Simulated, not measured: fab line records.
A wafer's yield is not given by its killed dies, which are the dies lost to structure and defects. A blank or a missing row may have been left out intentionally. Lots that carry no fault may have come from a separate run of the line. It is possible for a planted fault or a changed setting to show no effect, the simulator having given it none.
The tool behind it: which one? || flow sky130 || Sampling: 10 lots, 30 wafers, 6 of 708 route steps

WHAT THE GAUGES READ, wafer by wafer
SKY_CAP2M_OVL_MEAS_12. Usual: for CAP2M_OVL the level is -0.4 nm and the standard deviation is 1.7.
{"lot": "L841", "measured": "day 40 09:43", "on": "overlay-01", "CAP2M_OVL (nm)": "-0.6 -2.1 -1.0", "flag": ""}
{"lot": "L843", "measured": "day 42 02:40", "on": "overlay-02", "CAP2M_OVL (nm)": "-0.8 0.7 0.1", "flag": ""}
{"lot": "L845", "measured": "day 45 01:19", "on": "overlay-01", "CAP2M_OVL (nm)": "-1.6 -1.2 -1.2", "flag": ""}
{"lot": "L849", "measured": "day 45 02:11", "on": "overlay-02", "CAP2M_OVL (nm)": "3.1 2.5 0.8", "flag": ""}
{"lot": "L852", "measured": "day 45 05:04", "on": "overlay-02", "CAP2M_OVL (nm)": "-2.0 -3.2 -2.1", "flag": ""}
{"lot": "L853", "measured": "day 45 07:55", "on": "overlay-01", "CAP2M_OVL (nm)": "-0.9 -1.3 -2.9", "flag": ""}
{"lot": "L856", "measured": "day 45 09:01", "on": "overlay-01", "CAP2M_OVL (nm)": "-4.6 -3.0 -1.7", "flag": ""}
{"lot": "L857", "measured": "day 45 09:49", "on": "overlay-01", "CAP2M_OVL (nm)": "-0.5 -1.0 -2.2", "flag": ""}
{"lot": "L860", "measured": "day 45 19:37", "on": "overlay-02", "CAP2M_OVL (nm)": "-1.1 0.3 -1.5", "flag": ""}
{"lot": "L862", "measured": "day 46 04:24", "on": "overlay-01", "CAP2M_OVL (nm)": "-0.4 -0.2 0.8", "flag": ""}

SKY_VIA4_RS_MEAS_19: the measuring method here is four-point-probe. Usual: for VIA4_W_RS the level is 0.226 ohm/sq and the standard deviation is 0.0035.
{"lot": "L841", "measured": "day 42 11:31", "on": "film-metro-02", "VIA4_W_RS (ohm/sq)": "0.112 0.114 0.113", "flag": "OFF"}
{"lot": "L843", "measured": "day 44 04:59", "on": "film-metro-03", "VIA4_W_RS (ohm/sq)": "0.113 0.111 0.113", "flag": "OFF"}
{"lot": "L845", "measured": "day 46 22:45", "on": "film-metro-01", "VIA4_W_RS (ohm/sq)": "0.113 0.113 0.112", "flag": "OFF"}
{"lot": "L849", "measured": "day 46 22:29", "on": "film-metro-03", "VIA4_W_RS (ohm/sq)": "0.223 0.223 0.227", "flag": ""}
{"lot": "L852", "measured": "day 47 01:45", "on": "film-metro-01", "VIA4_W_RS (ohm/sq)": "0.227 0.220 0.229", "flag": ""}
{"lot": "L853", "measured": "day 47 04:40", "on": "film-metro-02", "VIA4_W_RS (ohm/sq)": "0.228 0.231 0.234", "flag": ""}
{"lot": "L856", "measured": "day 47 04:38", "on": "film-metro-01", "VIA4_W_RS (ohm/sq)": "0.229 0.224 0.222", "flag": ""}
{"lot": "L857", "measured": "day 47 06:13", "on": "film-metro-01", "VIA4_W_RS (ohm/sq)": "0.226 0.227 0.226", "flag": ""}
{"lot": "L860", "measured": "day 47 14:20", "on": "film-metro-03", "VIA4_W_RS (ohm/sq)": "0.222 0.228 0.231", "flag": ""}
{"lot": "L862", "measured": "day 47 23:43", "on": "film-metro-01", "VIA4_W_RS (ohm/sq)": "0.230 0.225 0.233", "flag": ""}

SKY_VIA4_THK_MEAS_20: measures by xrf. Usual: for VIA4_W_THK the level is 499 nm and the standard deviation is 9.6.
{"lot": "L841", "measured": "day 42 11:38", "on": "film-metro-02", "VIA4_W_THK (nm)": "- 987 984", "flag": "OFF"}
{"lot": "L843", "measured": "day 44 05:07", "on": "film-metro-03", "VIA4_W_THK (nm)": "998 - -", "flag": "OFF"}
{"lot": "L845", "measured": "day 46 22:52", "on": "film-metro-01", "VIA4_W_THK (nm)": "968 961 972", "flag": "OFF"}
{"lot": "L849", "measured": "day 46 22:37", "on": "film-metro-03", "VIA4_W_THK (nm)": "516 512 502", "flag": ""}
{"lot": "L852", "measured": "day 47 01:52", "on": "film-metro-01", "VIA4_W_THK (nm)": "491 508 486", "flag": ""}
{"lot": "L853", "measured": "day 47 04:47", "on": "film-metro-02", "VIA4_W_THK (nm)": "493 486 482", "flag": ""}
{"lot": "L856", "measured": "day 47 04:45", "on": "film-metro-01", "VIA4_W_THK (nm)": "487 499 501", "flag": ""}
{"lot": "L857", "measured": "day 47 06:20", "on": "film-metro-01", "VIA4_W_THK (nm)": "495 493 495", "flag": ""}
{"lot": "L860", "measured": "day 47 14:27", "on": "film-metro-03", "VIA4_W_THK (nm)": "514 502 495", "flag": ""}
{"lot": "L862", "measured": "day 47 23:49", "on": "film-metro-01", "VIA4_W_THK (nm)": "487 496 480", "flag": ""}

WHAT TOOL EACH LOT RAN ON (gives the tool, then ch and the chambers of the sampled wafers, and finally the start)
{"lot": "L841", "SKY_METAL4_SPUTTER_03": "pvd-sputter-01, day 39 09:58", "SKY_CAP2M_SPUTTER_02": "pvd-sputter-02, day 39 10:07", "SKY_VIA4_CVD_18": "cvd-w-01 ch 0,1, day 42 11:02"}
{"lot": "L843", "SKY_METAL4_SPUTTER_03": "pvd-sputter-01, day 41 04:05", "SKY_CAP2M_SPUTTER_02": "pvd-sputter-04, day 41 04:17", "SKY_VIA4_CVD_18": "cvd-w-02 ch 0,1, day 44 04:20"}
{"lot": "L845", "SKY_METAL4_SPUTTER_03": "pvd-sputter-01, day 44 04:16", "SKY_CAP2M_SPUTTER_02": "pvd-sputter-04, day 44 04:25", "SKY_VIA4_CVD_18": "cvd-w-01 ch 0,1, day 46 22:10"}
{"lot": "L849", "SKY_METAL4_SPUTTER_03": "pvd-sputter-01, day 44 04:46", "SKY_CAP2M_SPUTTER_02": "pvd-sputter-04, day 44 04:55", "SKY_VIA4_CVD_18": "cvd-w-02 ch 0,1, day 46 22:20"}
{"lot": "L852", "SKY_METAL4_SPUTTER_03": "pvd-sputter-04, day 44 07:23", "SKY_CAP2M_SPUTTER_02": "pvd-sputter-03, day 44 07:32", "SKY_VIA4_CVD_18": "cvd-w-02 ch 0,1, day 47 01:36"}
{"lot": "L853", "SKY_METAL4_SPUTTER_03": "pvd-sputter-01, day 44 11:15", "SKY_CAP2M_SPUTTER_02": "pvd-sputter-04, day 44 11:24", "SKY_VIA4_CVD_18": "cvd-w-01 ch 0,1, day 47 04:31"}
{"lot": "L856", "SKY_METAL4_SPUTTER_03": "pvd-sputter-02, day 44 12:13", "SKY_CAP2M_SPUTTER_02": "pvd-sputter-03, day 44 12:22", "SKY_VIA4_CVD_18": "cvd-w-02 ch 0,1, day 47 04:28"}
{"lot": "L857", "SKY_METAL4_SPUTTER_03": "pvd-sputter-04, day 44 12:32", "SKY_CAP2M_SPUTTER_02": "pvd-sputter-02, day 44 12:41", "SKY_VIA4_CVD_18": "cvd-w-01 ch 0,1, day 47 06:04"}
{"lot": "L860", "SKY_METAL4_SPUTTER_03": "pvd-sputter-01, day 44 22:20", "SKY_CAP2M_SPUTTER_02": "pvd-sputter-04, day 44 22:29", "SKY_VIA4_CVD_18": "cvd-w-02 ch 0,1, day 47 14:11"}
{"lot": "L862", "SKY_METAL4_SPUTTER_03": "pvd-sputter-04, day 45 07:13", "SKY_CAP2M_SPUTTER_02": "pvd-sputter-02, day 45 07:22", "SKY_VIA4_CVD_18": "cvd-w-02 ch 0,1, day 47 23:32"}
- SKY_METAL4_SPUTTER_03: material Ti, target thk 5 nm, time 3.3 s.
- SKY_CAP2M_SPUTTER_02: material TiN, target thk 200 nm, time 166.7 s.
- SKY_VIA4_CVD_18: deposits W, target thk 505 nm, time 152.14 s.

AS READ BY THE TOOLS THEMSELVES (means over the sampled wafers that have a number; for cases with no such wafer, the mark the record gives instead)
SKY_METAL4_SPUTTER_03. Usual: cathode-dc-power-W 3000.1 W, standard deviation 0.55; throttle-valve-pct 29.6 %, standard deviation 0.86.
{"lot": "L841", "tool": "pvd-sputter-01", "cathode-dc-power-W (W)": 3000.6, "throttle-valve-pct (%)": 28.8, "flag": ""}
{"lot": "L843", "tool": "pvd-sputter-01", "cathode-dc-power-W (W)": 3000.1, "throttle-valve-pct (%)": 29.3, "flag": ""}
{"lot": "L845", "tool": "pvd-sputter-01", "cathode-dc-power-W (W)": 3000.1, "throttle-valve-pct (%)": 28.9, "flag": ""}
{"lot": "L849", "tool": "pvd-sputter-01", "cathode-dc-power-W (W)": 2999.8, "throttle-valve-pct (%)": 28.8, "flag": ""}
{"lot": "L852", "tool": "pvd-sputter-04", "cathode-dc-power-W (W)": 2999.9, "throttle-valve-pct (%)": 29.6, "flag": ""}
{"lot": "L853", "tool": "pvd-sputter-01", "cathode-dc-power-W (W)": 3000.3, "throttle-valve-pct (%)": 29.3, "flag": ""}
{"lot": "L856", "tool": "pvd-sputter-02", "cathode-dc-power-W (W)": 2999.7, "throttle-valve-pct (%)": 29.9, "flag": ""}
{"lot": "L857", "tool": "pvd-sputter-04", "cathode-dc-power-W (W)": 3000.3, "throttle-valve-pct (%)": 30.2, "flag": ""}
{"lot": "L860", "tool": "pvd-sputter-01", "cathode-dc-power-W (W)": 2999.9, "throttle-valve-pct (%)": 30.0, "flag": ""}
{"lot": "L862", "tool": "pvd-sputter-04", "cathode-dc-power-W (W)": 2999.8, "throttle-valve-pct (%)": 30.1, "flag": ""}

SKY_CAP2M_SPUTTER_02. Usual: cathode-dc-power-W 6500.0 W, standard deviation 1.3; throttle-valve-pct 30.2 %, standard deviation 0.93.
{"lot": "L841", "tool": "pvd-sputter-02", "cathode-dc-power-W (W)": 6501.4, "throttle-valve-pct (%)": 29.9, "flag": ""}
{"lot": "L843", "tool": "pvd-sputter-04", "cathode-dc-power-W (W)": 6498.2, "throttle-valve-pct (%)": 29.7, "flag": ""}
{"lot": "L845", "tool": "pvd-sputter-04", "cathode-dc-power-W (W)": 6500.1, "throttle-valve-pct (%)": 29.5, "flag": ""}
{"lot": "L849", "tool": "pvd-sputter-04", "cathode-dc-power-W (W)": 6500.9, "throttle-valve-pct (%)": 29.9, "flag": ""}
{"lot": "L852", "tool": "pvd-sputter-03", "cathode-dc-power-W (W)": 6500.5, "throttle-valve-pct (%)": 31.0, "flag": ""}
{"lot": "L853", "tool": "pvd-sputter-04", "cathode-dc-power-W (W)": 6499.3, "throttle-valve-pct (%)": 30.2, "flag": ""}
{"lot": "L856", "tool": "pvd-sputter-03", "cathode-dc-power-W (W)": 6500.6, "throttle-valve-pct (%)": 31.3, "flag": ""}
{"lot": "L857", "tool": "pvd-sputter-02", "cathode-dc-power-W (W)": 6499.2, "throttle-valve-pct (%)": 30.0, "flag": ""}
{"lot": "L860", "tool": "pvd-sputter-04", "cathode-dc-power-W (W)": 6500.1, "throttle-valve-pct (%)": 29.3, "flag": ""}
{"lot": "L862", "tool": "pvd-sputter-02", "cathode-dc-power-W (W)": 6499.7, "throttle-valve-pct (%)": 30.3, "flag": ""}

SKY_VIA4_CVD_18. Usual: heater-power-w reads 781 W (standard deviation 61).
{"lot": "L841", "tool": "cvd-w-01", "heater-power-w (W)": 713, "flag": ""}
{"lot": "L843", "tool": "cvd-w-02", "heater-power-w (W)": 818, "flag": ""}
{"lot": "L845", "tool": "cvd-w-01", "heater-power-w (W)": 716, "flag": ""}
{"lot": "L849", "tool": "cvd-w-02", "heater-power-w (W)": 788, "flag": ""}
{"lot": "L852", "tool": "cvd-w-02", "heater-power-w (W)": 815, "flag": ""}
{"lot": "L853", "tool": "cvd-w-01", "heater-power-w (W)": 724, "flag": ""}
{"lot": "L856", "tool": "cvd-w-02", "heater-power-w (W)": 785, "flag": ""}
{"lot": "L857", "tool": "cvd-w-01", "heater-power-w (W)": 739, "flag": ""}
{"lot": "L860", "tool": "cvd-w-02", "heater-power-w (W)": 825, "flag": ""}
{"lot": "L862", "tool": "cvd-w-02", "heater-power-w (W)": 815, "flag": ""}

THE ANSWER, worked out from the rows above alone
Rule: lot off if the mean of its wafers having a number is beyond 3 standard deviations from the usual mean. A lot without any number at a reading at which 4 lots or more have one is off too. Where the step has rows for the other lots, those lots are counted as sound. The gauges are gone through in route order, then the tools' own readings, and for those a lot's mean is taken as printed above. The first step at which some lot is off is used, and at that step the reading that is off furthest; a lot without a number counts as furthest.
Off: L841, L843, L845, seen at SKY_VIA4_RS_MEAS_19 (VIA4_W_RS).
If a tool, at a process step before that reading, ran all the lots that are off and no sound lot after the first of them, it fits. Gauges at SKY_VIA4_RS_MEAS_19: tried the same way as those tools. Not one of the candidates tried fits.

WHAT THE SIMULATOR HAD PUT IN
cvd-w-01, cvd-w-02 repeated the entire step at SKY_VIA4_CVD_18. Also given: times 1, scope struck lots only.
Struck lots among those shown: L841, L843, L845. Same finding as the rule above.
